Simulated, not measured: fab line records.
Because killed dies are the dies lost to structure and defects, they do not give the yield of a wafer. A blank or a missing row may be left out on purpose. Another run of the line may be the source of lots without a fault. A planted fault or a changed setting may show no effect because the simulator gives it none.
Comparing a struck lot with a sound one || flow sky130 || 15 steps out of a route of 708
Sound: these wafers, L195.2, L195.5, L195.6. The struck wafers were L204.1, L204.5, L204.6. The cause is given at the end.
Per side, at each step with rows, come the tool, then ch with its chambers, and then its first start. Under that, the readings that differ: sound wafers || struck wafers || difference of the means || sigmas: that difference in standard deviations of wafers without a fault.
alike: readings whose means differ by less than 2 such deviations, and words and numbers that are the same on both sides. not compared: withheld readings, readings that some wafer has no value for, bounds like >300 that may hide the same value, and numbers for which the record gives no deviation and whose values overlap.
Wherever a step has rows on one side only, a row that says differs or no value, or a row with sigmas, the two part there. Non-overlapping numbers with no deviation appear without sigmas and do not part them. A reading that every wafer of one side lacks parts them only if that side has two wafers or more.

SKY_POLY_GATE_THK_MEAS_21:
  sound on filmMetro-04, day 16 10:37; struck on filmMetro-03, day 20 09:52
  alike: POLY_GATE_OXIDATION_THK
SKY_POLY_GATE_CD_MEAS_22:
  sound on cdSem-01, day 16 10:41; struck on cdSem-01, day 20 09:55
  alike: cdNm
then, 7 steps without rows for these wafers: SKY_LDD_N_DEHYDRATE_00 (time 60 s); SKY_LDD_N_HMDS_01 (prime time 60 s); SKY_LDD_N_COAT_02 (resist thk 300 nm); SKY_LDD_N_SOFTBAKE_03 (time 60 s); SKY_LDD_N_EXPOSE_04 (exposes mask NTM, target cd 840 nm); SKY_LDD_N_PEB_05; SKY_LDD_N_DEVELOP_06 (develop time 60 s).
SKY_LDD_N_OVL_MEAS_07:
  sound on overlay-01, day 17 13:29; struck on overlay-02, day 21 15:56
{"reading": "LDD_N_OVL (nm)", "sound": "-1.8 -2.6 -0.3", "struck": "1.5 2.0 0.6", "difference": "+2.9", "sigmas": "+2"}
then, 2 steps without rows for these wafers: SKY_LDD_N_IMPLANT_08; SKY_LDD_N_IMPLANT_09.
SKY_LDD_N_IMPLANT_10:
  sound on implanter-04 ch 0, day 17 13:50; struck on implanter-04 ch 0, day 21 16:16
{"reading": "beamEnergyKeV", "sound": "19.992 19.997 19.991", "struck": "16.892 16.898 16.904", "difference": -3.095, "sigmas": "-99 or more"}
{"reading": "beamOnS (s)", "sound": "10.00 10.35 9.94", "struck": "11.46 11.36 11.83", "difference": "+1.45", "sigmas": "+7"}
{"reading": "faradayCurrentUA", "sound": "421 407 428", "struck": "369 374 356", "difference": -52, "sigmas": -6}
{"reading": "model.implant.rpNm (nm)", "sound": "16.02 16.02 16.02", "struck": "13.42 13.42 13.42", "difference": -2.60, "sigmas": ""}
{"reading": "model.implant.drpNm (nm)", "sound": "7.212 7.212 7.212", "struck": "6.426 6.426 6.426", "difference": -0.786, "sigmas": ""}
then, 1 step without rows for these wafers: SKY_LDD_N_IMPLANT_11.
-- a jump in the record: the struck wafers' starts before and after are 27 days apart (it breaks off in module LDD_N and resumes in module PAD_OPEN, where the first step shown is number 708 of the route) --
SKY_PAD_OPEN_PROBE_99:
  sound on prober-02, day 45 17:05; struck on prober-01, day 48 09:28
{"reading": "model.etest.tipN.rsOhmSq", "sound": "438.7 442.7 438.8", "struck": "453.9 457.4 458.9", "difference": "+16.7", "sigmas": ""}
  alike: killed_at_M0_to_M3, killed_at_M4_up, killedAtContacts, killedAtFrontEnd, killedAtOther, killedDies, killedOpen, killedShort

WHERE THEY PART
Earliest at SKY_LDD_N_OVL_MEAS_07; latest, in this record, at SKY_LDD_N_IMPLANT_10. Later steps at which nothing parts them and some readings are alike: SKY_PAD_OPEN_PROBE_99.

WHY: the cause the simulator had injected
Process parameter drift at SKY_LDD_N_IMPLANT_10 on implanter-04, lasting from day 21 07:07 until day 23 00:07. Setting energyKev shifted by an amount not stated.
